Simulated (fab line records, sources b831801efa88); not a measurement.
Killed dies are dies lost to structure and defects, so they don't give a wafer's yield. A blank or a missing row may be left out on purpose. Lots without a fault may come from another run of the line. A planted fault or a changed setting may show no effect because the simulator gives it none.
Chamber matching | flow gf180mcu | GF_CONTACT_CMP_04 on cmp-02: 4 sister chambers
The step polishes SiO2. 16 wafers are shown with their chamber, then 8 later ones without.

WAFERS WITH THEIR CHAMBER
wafer  | chamber | motor_current_A (A) | time_to_endpoint_s (s) | head_pressure_psi (psi)
L943.1 | 2       | 16.2                | 111                    | 3.984
L943.2 | 0       | 15.1                | 111                    | 3.996
L943.5 | 2       | 16.6                | 122                    | 3.990
L946.1 | 1       | 9.3                 | 111                    | 4.001
L946.4 | 3       | 15.0                | 115                    | 4.003
L946.6 | 0       | 14.0                | 125                    | 4.005
L950.3 | 2       | 15.9                | 108                    | 4.008
L950.5 | 3       | 15.3                | 112                    | 3.993
L950.6 | 2       | 16.1                | 128                    | 3.991
L951.3 | 3       | 15.1                | 109                    | 3.989
L951.4 | 0       | 14.3                | 122                    | 4.001
L951.5 | 1       | 9.4                 | 111                    | 3.985
L952.2 | 1       | 9.3                 | 115                    | 4.003
L952.4 | 2       | 16.2                | 125                    | 3.989
L952.6 | 3       | 14.7                | 117                    | 4.011
L956.1 | 1       | 9.4                 | 114                    | 4.018

SIGNATURES (means of the wafers above)
reading            | chamber 0 | chamber 1 | chamber 2 | chamber 3 | scatter within a chamber
motor_current_A    | 14.467    | 9.350     | 16.200    | 15.025    | 0.303
time_to_endpoint_s | 119.33    | 112.75    | 118.80    | 113.25    | 6.25
head_pressure_psi  | 4.00067   | 4.00175   | 3.99240   | 3.99900   | 0.0101
Rule: a wafer's distance from a chamber is the root of the sum, over the readings, of the square of ((its reading less the chamber's mean) divided by the reading's scatter). The wafer belongs to the nearest chamber; if the next one is less than 2 further off, it can't be placed. The scatter: the root of (the sum of the squares of (reading less its chamber's mean) over the shown wafers, divided by (wafers less chambers)).

WAFERS WITHOUT THEIR CHAMBER
wafer  | motor_current_A (A) | time_to_endpoint_s (s) | head_pressure_psi (psi)
L956.2 | 14.9                | 111                    | 3.993
L956.4 | 14.3                | 128                    | 4.002
L957.1 | 9.3                 | 111                    | 3.996
L957.4 | 15.9                | 118                    | 4.019
L957.5 | 15.1                | 115                    | 4.004
L964.1 | 15.5                | 105                    | 4.000
L964.2 | 14.1                | 116                    | 4.008
L964.4 | 15.9                | 113                    | 3.987

WHICH CHAMBER EACH WENT THROUGH
wafer  | from the rows above     | in truth
L956.2 | can't be placed: 3 or 0 | 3
L956.4 | can't be placed: 0 or 3 | 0
L957.1 | 1                       | 1
L957.4 | can't be placed: 2 or 3 | 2
L957.5 | can't be placed: 3 or 0 | 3
L964.1 | can't be placed: 3 or 2 | 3
L964.2 | can't be placed: 0 or 3 | 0
L964.4 | can't be placed: 2 or 3 | 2
Placed correctly: 1 of 8. Can't be placed from these rows: 7 (the true chamber is among the candidates in 7). Placed wrongly: 0.
